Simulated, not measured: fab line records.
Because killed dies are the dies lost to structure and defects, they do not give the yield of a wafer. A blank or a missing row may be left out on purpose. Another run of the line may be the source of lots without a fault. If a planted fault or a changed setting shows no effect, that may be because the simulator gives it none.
Which tool is to blame? :: flow gf180mcu :: 12 lots with 36 wafers sampled at 6 steps, on a route of 602 steps

== WHAT THE GAUGES READ, wafer by wafer ==
GF_HV_LDD_THK_MEAS_57. Usual: HV_LDD_CVD_56_THK gives 89.6 nm (standard deviation 0.88).
lot: L367
measured: day 12 04:50
on: filmMetro-01
HV_LDD_CVD_56_THK (nm): 89.8 90.2 89.1
flag: 

lot: L368
measured: day 12 14:11
on: filmMetro-01
HV_LDD_CVD_56_THK (nm): 88.6 90.3 88.8
flag: 

lot: L374
measured: day 15 00:40
on: filmMetro-03
HV_LDD_CVD_56_THK (nm): 89.4 89.0 89.2
flag: 

lot: L375
measured: day 15 05:37
on: filmMetro-04
HV_LDD_CVD_56_THK (nm): 89.6 89.6 89.5
flag: 

lot: L376
measured: day 15 12:27
on: filmMetro-03
HV_LDD_CVD_56_THK (nm): 89.8 90.1 89.8
flag: 

lot: L377
measured: day 15 17:08
on: filmMetro-04
HV_LDD_CVD_56_THK (nm): 89.5 89.4 90.1
flag: 

lot: L379
measured: day 16 11:43
on: filmMetro-04
HV_LDD_CVD_56_THK (nm): 89.5 89.0 89.0
flag: 

lot: L386
measured: day 19 00:36
on: filmMetro-04
HV_LDD_CVD_56_THK (nm): 90.1 90.6 91.3
flag: 

lot: L387
measured: day 19 02:44
on: filmMetro-03
HV_LDD_CVD_56_THK (nm): 90.8 90.5 90.7
flag: 

lot: L388
measured: day 19 15:12
on: filmMetro-01
HV_LDD_CVD_56_THK (nm): 91.2 91.6 91.3
flag: 

lot: L389
measured: day 19 22:47
on: filmMetro-03
HV_LDD_CVD_56_THK (nm): 88.5 89.1 88.1
flag: 

lot: L390
measured: day 20 08:18
on: filmMetro-03
HV_LDD_CVD_56_THK (nm): 89.8 89.9 89.4
flag: 

GF_PSD_CD_MEAS_07: target cd 400 nm. Usual: cdNm reads 400.2 nm (standard deviation 2.5).
lot: L367
measured: day 13 22:25
on: cdSem-01
cdNm (nm): 400.0 402.5 400.5
flag: 

lot: L368
measured: day 14 08:11
on: cdSem-01
cdNm (nm): 399.0 398.1 399.6
flag: 

lot: L374
measured: day 16 20:17
on: cdSem-01
cdNm (nm): 396.7 398.8 396.6
flag: 

lot: L375
measured: day 17 02:14
on: cdSem-02
cdNm (nm): 397.9 397.7 396.6
flag: 

lot: L376
measured: day 17 08:45
on: cdSem-01
cdNm (nm): 397.6 398.2 396.7
flag: 

lot: L377
measured: day 17 13:58
on: cdSem-01
cdNm (nm): 398.9 397.7 399.2
flag: 

lot: L379
measured: day 18 09:49
on: cdSem-02
cdNm (nm): 402.1 402.9 398.6
flag: 

lot: L386
measured: day 21 01:01
on: cdSem-01
cdNm (nm): 402.6 402.2 400.6
flag: 

lot: L387
measured: day 21 02:14
on: cdSem-01
cdNm (nm): 404.5 405.4 403.0
flag: 

lot: L388
measured: day 21 15:35
on: cdSem-01
cdNm (nm): 401.6 401.7 403.4
flag: 

lot: L389
measured: day 21 22:48
on: cdSem-02
cdNm (nm): 401.3 400.6 397.5
flag: 

lot: L390
measured: day 22 08:52
on: cdSem-01
cdNm (nm): 401.2 401.2 402.7
flag: 

GF_PSD_RS_MEAS_14: the measuring method here is four-point-probe. Usual: NSD_RS gives 46.13 ohm/sq (standard deviation 0.086).
lot: L367
measured: day 13 23:01
on: filmMetro-01
NSD_RS (ohm/sq): 46.12 46.10 46.13
flag: 

lot: L368
measured: day 14 08:47
on: filmMetro-04
NSD_RS (ohm/sq): 46.15 46.20 46.19
flag: 

lot: L374
measured: day 16 20:53
on: filmMetro-02
NSD_RS (ohm/sq): 46.03 46.09 46.17
flag: 

lot: L375
measured: day 17 02:50
on: filmMetro-02
NSD_RS (ohm/sq): 46.25 46.17 46.15
flag: 

lot: L376
measured: day 17 09:21
on: filmMetro-01
NSD_RS (ohm/sq): 48.11 47.95 48.01 47.90 47.93 47.91
flag: OFF

lot: L377
measured: day 17 14:34
on: filmMetro-04
NSD_RS (ohm/sq): 47.92 48.03 48.16 47.92 48.01 47.95
flag: OFF

lot: L379
measured: day 18 10:25
on: filmMetro-02
NSD_RS (ohm/sq): 48.11 48.14 48.04 48.03 48.12 48.03
flag: OFF

lot: L386
measured: day 21 01:37
on: filmMetro-01
NSD_RS (ohm/sq): 46.00 46.07 46.18
flag: 

lot: L387
measured: day 21 02:50
on: filmMetro-04
NSD_RS (ohm/sq): 46.35 46.34 46.20
flag: 

lot: L388
measured: day 21 16:11
on: filmMetro-02
NSD_RS (ohm/sq): 46.31 46.14 46.22
flag: 

lot: L389
measured: day 21 23:27
on: filmMetro-01
NSD_RS (ohm/sq): 46.13 46.13 46.06
flag: 

lot: L390
measured: day 22 09:28
on: filmMetro-04
NSD_RS (ohm/sq): 46.19 46.18 46.10
flag: 

GF_PSD_RS_MEAS_15: the measuring method here is four-point-probe. Usual: PSD_RS gives 108.57 ohm/sq (standard deviation 0.27).
lot: L367
measured: day 13 23:08
on: filmMetro-01
PSD_RS (ohm/sq): 108.44 108.55 108.66
flag: 

lot: L368
measured: day 14 08:54
on: filmMetro-04
PSD_RS (ohm/sq): 109.14 108.65 108.88
flag: 

lot: L374
measured: day 16 21:00
on: filmMetro-02
PSD_RS (ohm/sq): 108.63 108.84 108.69
flag: 

lot: L375
measured: day 17 02:57
on: filmMetro-02
PSD_RS (ohm/sq): 108.53 108.88 108.70
flag: 

lot: L376
measured: day 17 19:19
on: filmMetro-01
PSD_RS (ohm/sq): 117.86 117.96 117.85 117.97 117.91 117.79
flag: OFF

lot: L377
measured: day 17 21:34
on: filmMetro-04
PSD_RS (ohm/sq): 118.06 118.38 118.34 117.85 118.28 118.15
flag: OFF

lot: L379
measured: day 18 13:13
on: filmMetro-02
PSD_RS (ohm/sq): 118.48 118.40 118.31 118.46 118.37 118.23
flag: OFF

lot: L386
measured: day 21 01:44
on: filmMetro-01
PSD_RS (ohm/sq): 108.41 108.52 108.59
flag: 

lot: L387
measured: day 21 02:57
on: filmMetro-04
PSD_RS (ohm/sq): 109.26 108.93 109.27
flag: 

lot: L388
measured: day 21 16:18
on: filmMetro-02
PSD_RS (ohm/sq): 108.78 108.72 108.96
flag: 

lot: L389
measured: day 21 23:34
on: filmMetro-01
PSD_RS (ohm/sq): 108.37 108.49 108.37
flag: 

lot: L390
measured: day 22 09:35
on: filmMetro-04
PSD_RS (ohm/sq): 108.65 108.91 108.55
flag: 

== WHICH TOOL RAN EACH LOT (tool, then ch and the chambers of the sampled wafers, then the start) ==
lot: L367
GF_HV_LDD_ETCHBACK_58: rieDiel-04 ch 0,2,3, day 12 04:54
GF_PSD_RTA_13: rtpAnneal-01 ch 0, day 13 22:56

lot: L368
GF_HV_LDD_ETCHBACK_58: rieDiel-02 ch 0,3, day 12 14:14
GF_PSD_RTA_13: rtpAnneal-01 ch 0, day 14 08:41

lot: L374
GF_HV_LDD_ETCHBACK_58: rieDiel-02 ch 0,2,3, day 15 00:43
GF_PSD_RTA_13: rtpAnneal-02 ch 0, day 16 20:47

lot: L375
GF_HV_LDD_ETCHBACK_58: rieDiel-03 ch 0,3, day 15 05:40
GF_PSD_RTA_13: rtpAnneal-02 ch 0, day 17 02:44

lot: L376
GF_HV_LDD_ETCHBACK_58: rieDiel-02 ch 2,3, day 15 12:29
GF_PSD_RTA_13: rtpAnneal-02 ch 0, day 17 09:16

lot: L377
GF_HV_LDD_ETCHBACK_58: rieDiel-03 ch 1,2, day 15 17:11
GF_PSD_RTA_13: rtpAnneal-02 ch 0, day 17 14:29

lot: L379
GF_HV_LDD_ETCHBACK_58: rieDiel-04 ch 1,3, day 16 11:45
GF_PSD_RTA_13: rtpAnneal-02 ch 0, day 18 10:19

lot: L386
GF_HV_LDD_ETCHBACK_58: rieDiel-02 ch 0,1,3, day 19 00:40
GF_PSD_RTA_13: rtpAnneal-02 ch 0, day 21 01:32

lot: L387
GF_HV_LDD_ETCHBACK_58: rieDiel-03 ch 0,2,3, day 19 02:47
GF_PSD_RTA_13: rtpAnneal-01 ch 0, day 21 02:44

lot: L388
GF_HV_LDD_ETCHBACK_58: rieDiel-02 ch 0,3, day 19 15:15
GF_PSD_RTA_13: rtpAnneal-01 ch 0, day 21 16:05

lot: L389
GF_HV_LDD_ETCHBACK_58: rieDiel-03 ch 2,3, day 19 22:50
GF_PSD_RTA_13: rtpAnneal-02 ch 0, day 21 23:22

lot: L390
GF_HV_LDD_ETCHBACK_58: rieDiel-02 ch 0,1,2, day 20 08:22
GF_PSD_RTA_13: rtpAnneal-01 ch 0, day 22 09:22
- GF_HV_LDD_ETCHBACK_58: etches Si3N4 in CH3F/O2, stops on SiO2, time 100 s, target depth 90 nm.
- GF_PSD_RTA_13: time 20 s.

== AS READ BY THE TOOLS THEMSELVES (means over the sampled wafers that have a number; for cases with no such wafer, the mark the record gives instead) ==
GF_HV_LDD_ETCHBACK_58. Usual: drypumpMotorCurrentA 5.7 A, standard deviation 0.34; oesProductAu 0.840 a.u., standard deviation 0.0064; throttleValvePct 10.560 %, standard deviation 0.0098.
lot: L367
tool: rieDiel-04
drypumpMotorCurrentA (A): 5.7
oesProductAu (a.u.): 0.848
throttleValvePct (%): 10.563
flag: 

lot: L368
tool: rieDiel-02
drypumpMotorCurrentA (A): 5.4
oesProductAu (a.u.): 0.836
throttleValvePct (%): 10.569
flag: 

lot: L374
tool: rieDiel-02
drypumpMotorCurrentA (A): 5.6
oesProductAu (a.u.): 0.841
throttleValvePct (%): 10.559
flag: 

lot: L375
tool: rieDiel-03
drypumpMotorCurrentA (A): 5.4
oesProductAu (a.u.): 0.839
throttleValvePct (%): 10.564
flag: 

lot: L376
tool: rieDiel-02
drypumpMotorCurrentA (A): 5.9
oesProductAu (a.u.): 0.839
throttleValvePct (%): 10.554
flag: 

lot: L377
tool: rieDiel-03
drypumpMotorCurrentA (A): 5.9
oesProductAu (a.u.): 0.839
throttleValvePct (%): 10.558
flag: 

lot: L379
tool: rieDiel-04
drypumpMotorCurrentA (A): 5.7
oesProductAu (a.u.): 0.843
throttleValvePct (%): 10.556
flag: 

lot: L386
tool: rieDiel-02
drypumpMotorCurrentA (A): 5.7
oesProductAu (a.u.): 0.844
throttleValvePct (%): 10.555
flag: 

lot: L387
tool: rieDiel-03
drypumpMotorCurrentA (A): 5.6
oesProductAu (a.u.): 0.845
throttleValvePct (%): 10.556
flag: 

lot: L388
tool: rieDiel-02
drypumpMotorCurrentA (A): 5.4
oesProductAu (a.u.): 0.845
throttleValvePct (%): 10.567
flag: 

lot: L389
tool: rieDiel-03
drypumpMotorCurrentA (A): 5.4
oesProductAu (a.u.): 0.831
throttleValvePct (%): 10.555
flag: 

lot: L390
tool: rieDiel-02
drypumpMotorCurrentA (A): 5.6
oesProductAu (a.u.): 0.837
throttleValvePct (%): 10.566
flag: 

GF_PSD_RTA_13. Usual: lampPowerPct 31.3 %, standard deviation 1; wafer_temp_C_max 1029.6, standard deviation 1.3.
lot: L367
tool: rtpAnneal-01
lampPowerPct (%): 32.3
wafer_temp_C_max: 1030.6
flag: 

lot: L368
tool: rtpAnneal-01
lampPowerPct (%): 32.4
wafer_temp_C_max: 1030.1
flag: 

lot: L374
tool: rtpAnneal-02
lampPowerPct (%): 30.3
wafer_temp_C_max: 1029.5
flag: 

lot: L375
tool: rtpAnneal-02
lampPowerPct (%): 30.3
wafer_temp_C_max: 1028.7
flag: 

lot: L376
tool: rtpAnneal-02
lampPowerPct (%): 29.2
wafer_temp_C_max: 1013.7
flag: OFF

lot: L377
tool: rtpAnneal-02
lampPowerPct (%): 29.1
wafer_temp_C_max: 1013.6
flag: OFF

lot: L379
tool: rtpAnneal-02
lampPowerPct (%): 29.1
wafer_temp_C_max: 1013.9
flag: OFF

lot: L386
tool: rtpAnneal-02
lampPowerPct (%): 30.3
wafer_temp_C_max: 1028.2
flag: 

lot: L387
tool: rtpAnneal-01
lampPowerPct (%): 32.3
wafer_temp_C_max: 1029.8
flag: 

lot: L388
tool: rtpAnneal-01
lampPowerPct (%): 32.3
wafer_temp_C_max: 1030.8
flag: 

lot: L389
tool: rtpAnneal-02
lampPowerPct (%): 30.3
wafer_temp_C_max: 1028.7
flag: 

lot: L390
tool: rtpAnneal-01
lampPowerPct (%): 32.3
wafer_temp_C_max: 1029.6
flag: 

== THE ANSWER, worked out from the rows above alone ==
Rule: take the mean of a lot's wafers that have a number; if it is more than 3 standard deviations from the usual mean, the lot is off. Also off: a lot with no number at a reading for which 4 or more lots have one. All remaining lots with rows at the step are treated as sound. First the gauges in route order, then the tools' own readings, where a lot's mean is used as printed above. The first step at which some lot is off is used, and at that step the reading that is off furthest; a lot without a number counts as furthest.
Off: L376, L377, L379, at GF_PSD_RS_MEAS_14 (NSD_RS).
If a tool, at a process step before that reading, ran all the lots that are off and no sound lot after the first of them, it fits. Not tried: the gauges at GF_PSD_RS_MEAS_14; whatever is off there is also off at GF_PSD_RTA_13, on other tools, and gauge error can't account for it. No candidate that was tried fits.

== WHAT THE SIMULATOR HAD PUT IN ==
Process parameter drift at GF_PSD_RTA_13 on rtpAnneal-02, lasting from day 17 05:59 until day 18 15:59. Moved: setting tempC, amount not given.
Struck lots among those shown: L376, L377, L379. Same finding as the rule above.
